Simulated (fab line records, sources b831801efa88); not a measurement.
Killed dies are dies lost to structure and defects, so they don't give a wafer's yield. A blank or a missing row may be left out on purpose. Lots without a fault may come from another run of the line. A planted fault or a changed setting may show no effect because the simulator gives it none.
Which tool did it? | flow sky130 | 15 lots, 45 wafers sampled, at 4 steps of a route of 708

WHAT THE GAUGES READ, wafer by wafer
The record holds no reading of a measuring or inspecting step that can be judged against a usual standard deviation.

WHICH TOOL RAN EACH LOT (tool, then ch and the chambers of the sampled wafers, then the start)
lot  | SKY_FIELD_ISO_CMP_27         | SKY_DNWELL_STRIP_08                 | SKY_PWDE_DEVELOP_06              | SKY_NWELL_STRIP_25
L226 | cmp-02 ch 2,3, day 2 13:44   | plasma_asher-03 ch 0,1, day 3 07:43 | litho_track-02 ch 0, day 3 22:00 | plasma_asher-04 ch 0,1, day 5 12:34
L227 | cmp-01 ch 0,3, day 2 15:17   | plasma_asher-04 ch 0,1, day 3 10:18 | litho_track-04 ch 0, day 4 01:00 | plasma_asher-01 ch 0,1, day 5 13:18
L229 | cmp-01 ch 0,1,2, day 3 02:43 | plasma_asher-03 ch 0,1, day 3 21:37 | litho_track-02 ch 0, day 4 12:00 | plasma_asher-01 ch 0,1, day 6 01:28
L231 | cmp-02 ch 0,2,3, day 3 10:18 | plasma_asher-04 ch 0,1, day 4 03:37 | litho_track-04 ch 0, day 4 20:00 | plasma_asher-01 ch 0,1, day 6 10:46
L232 | cmp-02 ch 1,2, day 3 15:41   | plasma_asher-02 ch 0,1, day 4 10:49 | litho_track-04 ch 0, day 5 03:00 | plasma_asher-01 ch 0,1, day 6 18:46
L233 | cmp-02 ch 1,3, day 3 22:49   | plasma_asher-03 ch 0,1, day 4 18:34 | litho_track-04 ch 0, day 5 12:00 | plasma_asher-04 ch 0,1, day 7 03:22
L235 | cmp-02 ch 0,1,2, day 4 09:52 | plasma_asher-04 ch 0,1, day 5 06:40 | litho_track-02 ch 0, day 6 01:00 | plasma_asher-02 ch 0,1, day 7 18:04
L237 | cmp-01 ch 0,3, day 4 16:15   | plasma_asher-04 ch 0,1, day 5 12:52 | litho_track-02 ch 0, day 6 07:00 | plasma_asher-04 ch 0,1, day 7 22:43
L241 | cmp-02 ch 0,3, day 5 16:16   | plasma_asher-03 ch 0,1, day 6 15:49 | litho_track-01, day 7 11:00      | plasma_asher-01 ch 0,1, day 9 06:23
L242 | cmp-02 ch 0,2,3, day 5 21:41 | plasma_asher-02 ch 0,1, day 6 20:49 | litho_track-01, day 7 16:00      | plasma_asher-01 ch 0,1, day 9 12:22
L243 | cmp-01 ch 0,1, day 6 03:08   | plasma_asher-02 ch 0,1, day 7 00:31 | litho_track-04, day 7 20:00      | plasma_asher-04 ch 0,1, day 9 16:36
L245 | cmp-02 ch 2,3, day 6 10:42   | plasma_asher-04 ch 0,1, day 7 11:31 | litho_track-01 ch 0, day 8 07:00 | plasma_asher-01 ch 1, day 10 05:25
L247 | cmp-01 ch 0,1, day 7 03:28   | plasma_asher-02 ch 0,1, day 8 02:01 | litho_track-04 ch 0, day 8 22:00 | plasma_asher-01 ch 0,1, day 10 21:49
L248 | cmp-01 ch 0,1,3, day 7 05:49 | plasma_asher-03 ch 0,1, day 8 05:31 | litho_track-04 ch 0, day 9 02:00 | plasma_asher-04 ch 0,1, day 11 01:28
L249 | cmp-02 ch 2,3, day 7 09:44   | plasma_asher-04 ch 0, day 8 08:52   | litho_track-01 ch 0, day 9 05:00 | plasma_asher-01 ch 1, day 11 03:04
- SKY_FIELD_ISO_CMP_27: polishes, stops on Si3N4, t overpolish 16 s, target thk 457.8 nm.
- SKY_DNWELL_STRIP_08: strips in O2/N2.
- SKY_PWDE_DEVELOP_06: develop time 60 s.
- SKY_NWELL_STRIP_25: strips in O2/N2.

WHAT THE TOOLS THEMSELVES READ (means of the sampled wafers that have a number; where no wafer has one, the mark that the record gives instead)
SKY_FIELD_ISO_CMP_27. Usual: motor_current_A 12.4 A, standard deviation 1.1; overpolish_run_s 16.000 s, standard deviation 0.0092; time_to_endpoint_s 113 s, standard deviation 5.3.
lot  | tool   | motor_current_A (A) | overpolish_run_s (s) | time_to_endpoint_s (s) | flag
L226 | cmp-02 | 11.1                | 15.994               | 117                    |
L227 | cmp-01 | 13.0                | 16.002               | 115                    |
L229 | cmp-01 | 13.3                | 15.998               | 115                    |
L231 | cmp-02 | 11.3                | 16.013               | 117                    |
L232 | cmp-02 | 13.2                | 16.001               | 110                    |
L233 | cmp-02 | 11.4                | 15.999               | 117                    |
L235 | cmp-02 | 12.3                | 15.990               | 107                    |
L237 | cmp-01 | 12.9                | 15.998               | 113                    |
L241 | cmp-02 | 11.5                | 15.999               | 109                    |
L242 | cmp-02 | 11.6                | 16.005               | 110                    |
L243 | cmp-01 | 12.1                | 15.999               | 119                    |
L245 | cmp-02 | 11.2                | 16.000               | 107                    |
L247 | cmp-01 | 12.7                | 16.004               | 120                    |
L248 | cmp-01 | 12.7                | 16.002               | 115                    |
L249 | cmp-02 | 11.8                | 15.999               | 109                    |

SKY_DNWELL_STRIP_08. Usual: chamber_pressure_mTorr 1500.1 mTorr, standard deviation 1.5; drypump_motor_current_A 5.6 A, standard deviation 0.58; oes_product_au 0.723 a.u., standard deviation 0.0043; strip_time_to_endpoint_s 36.95 s, standard deviation 0.099.
lot  | tool            | chamber_pressure_mTorr (mTorr) | drypump_motor_current_A (A) | oes_product_au (a.u.) | strip_time_to_endpoint_s (s) | flag
L226 | plasma_asher-03 | 1499.6                         | 5.3                         | 0.722                 | 37.09                        |
L227 | plasma_asher-04 | 1501.0                         | 5.3                         | 0.723                 | 37.07                        |
L229 | plasma_asher-03 | 1499.0                         | 5.6                         | 0.724                 | 36.84                        |
L231 | plasma_asher-04 | 1498.9                         | 5.3                         | 0.721                 | 37.05                        |
L232 | plasma_asher-02 | 1499.0                         | 5.8                         | 0.722                 | 36.83                        |
L233 | plasma_asher-03 | 1499.8                         | 5.6                         | 0.722                 | 37.08                        |
L235 | plasma_asher-04 | 1501.1                         | 5.4                         | 0.724                 | 36.87                        |
L237 | plasma_asher-04 | 1501.0                         | 5.5                         | 0.725                 | 36.92                        |
L241 | plasma_asher-03 | 1499.0                         | 5.3                         | 0.723                 | 37.05                        |
L242 | plasma_asher-02 | 1500.4                         | 5.8                         | 0.722                 | 36.96                        |
L243 | plasma_asher-02 | 1501.9                         | 5.8                         | 0.726                 | 37.01                        |
L245 | plasma_asher-04 | 1499.0                         | 5.3                         | 0.721                 | 36.89                        |
L247 | plasma_asher-02 | 1500.3                         | 5.8                         | 0.720                 | 36.84                        |
L248 | plasma_asher-03 | 1499.6                         | 5.6                         | 0.724                 | 37.03                        |
L249 | plasma_asher-04 | 1499.9                         | 5.7                         | 0.718                 | 36.78                        |

SKY_PWDE_DEVELOP_06. Usual: chill_plate_temp_C 22.99 C, standard deviation 0.1; exhaust_pa 44.9 Pa, standard deviation 0.92.
lot  | tool           | chill_plate_temp_C (C) | exhaust_pa (Pa) | flag
L226 | litho_track-02 | 23.03                  | 45.6            |
L227 | litho_track-04 | 23.06                  | 44.1            |
L229 | litho_track-02 | 22.84                  | 44.1            |
L231 | litho_track-04 | 22.85                  | 46.3            |
L232 | litho_track-04 | 23.03                  | 46.2            |
L233 | litho_track-04 | 22.94                  | 45.4            |
L235 | litho_track-02 | 23.01                  | 46.1            |
L237 | litho_track-02 | 23.08                  | 45.2            |
L241 | litho_track-01 | -                      | -               | OFF
L242 | litho_track-01 | -                      | -               | OFF
L243 | litho_track-04 | -                      | -               | OFF
L245 | litho_track-01 | 23.05                  | 45.5            |
L247 | litho_track-04 | 23.04                  | 44.8            |
L248 | litho_track-04 | 22.88                  | 44.7            |
L249 | litho_track-01 | 22.95                  | 44.7            |

SKY_NWELL_STRIP_25. Usual: chamber_pressure_mTorr 1500.2 mTorr, standard deviation 1.3; drypump_motor_current_A 5.5 A, standard deviation 0.53; oes_product_au 0.722 a.u., standard deviation 0.0043; strip_time_to_endpoint_s 36.93 s, standard deviation 0.078.
lot  | tool            | chamber_pressure_mTorr (mTorr) | drypump_motor_current_A (A) | oes_product_au (a.u.) | strip_time_to_endpoint_s (s) | flag
L226 | plasma_asher-04 | 1499.9                         | 5.5                         | 0.726                 | 36.97                        |
L227 | plasma_asher-01 | 1500.4                         | 5.1                         | 0.721                 | 36.93                        |
L229 | plasma_asher-01 | 1499.7                         | 5.1                         | 0.720                 | 36.87                        |
L231 | plasma_asher-01 | 1498.6                         | 5.2                         | 0.724                 | 36.95                        |
L232 | plasma_asher-01 | 1501.1                         | 5.4                         | 0.726                 | 36.89                        |
L233 | plasma_asher-04 | 1500.6                         | 5.3                         | 0.721                 | 36.97                        |
L235 | plasma_asher-02 | 1499.8                         | 5.8                         | 0.722                 | 36.97                        |
L237 | plasma_asher-04 | 1500.9                         | 5.3                         | 0.718                 | 36.78                        |
L241 | plasma_asher-01 | 1500.7                         | 5.1                         | 0.723                 | 36.93                        |
L242 | plasma_asher-01 | 1500.3                         | 5.4                         | 0.723                 | 36.85                        |
L243 | plasma_asher-04 | 1499.9                         | 5.4                         | 0.722                 | 36.91                        |
L245 | plasma_asher-01 | 1500.9                         | 5.7                         | 0.720                 | 36.95                        |
L247 | plasma_asher-01 | 1500.0                         | 5.4                         | 0.719                 | 37.02                        |
L248 | plasma_asher-04 | 1499.7                         | 5.5                         | 0.719                 | 37.05                        |
L249 | plasma_asher-01 | 1501.1                         | 5.6                         | 0.723                 | 36.97                        |

THE ANSWER, worked out from the rows above alone
Rule: a lot is off if the mean of its wafers that have a number lies more than 3 standard deviations from the usual mean. A lot without any number at a reading at which 4 lots or more have one is off too. The other lots that the step has rows for count as sound. The gauges are gone through in route order, then the tools' own readings, and for those a lot's mean is taken as printed above. The first step at which some lot is off is used, and at that step the reading that is off furthest; a lot without a number counts as furthest.
Off: L241, L242, L243, at SKY_PWDE_DEVELOP_06 (chill_plate_temp_C). Without a number there: L241, L242, L243.
A tool fits if, at that step or a process step before it, it ran every lot that is off, and no sound lot after the first of them. None of those tried fits.

WHAT THE SIMULATOR HAD PUT IN
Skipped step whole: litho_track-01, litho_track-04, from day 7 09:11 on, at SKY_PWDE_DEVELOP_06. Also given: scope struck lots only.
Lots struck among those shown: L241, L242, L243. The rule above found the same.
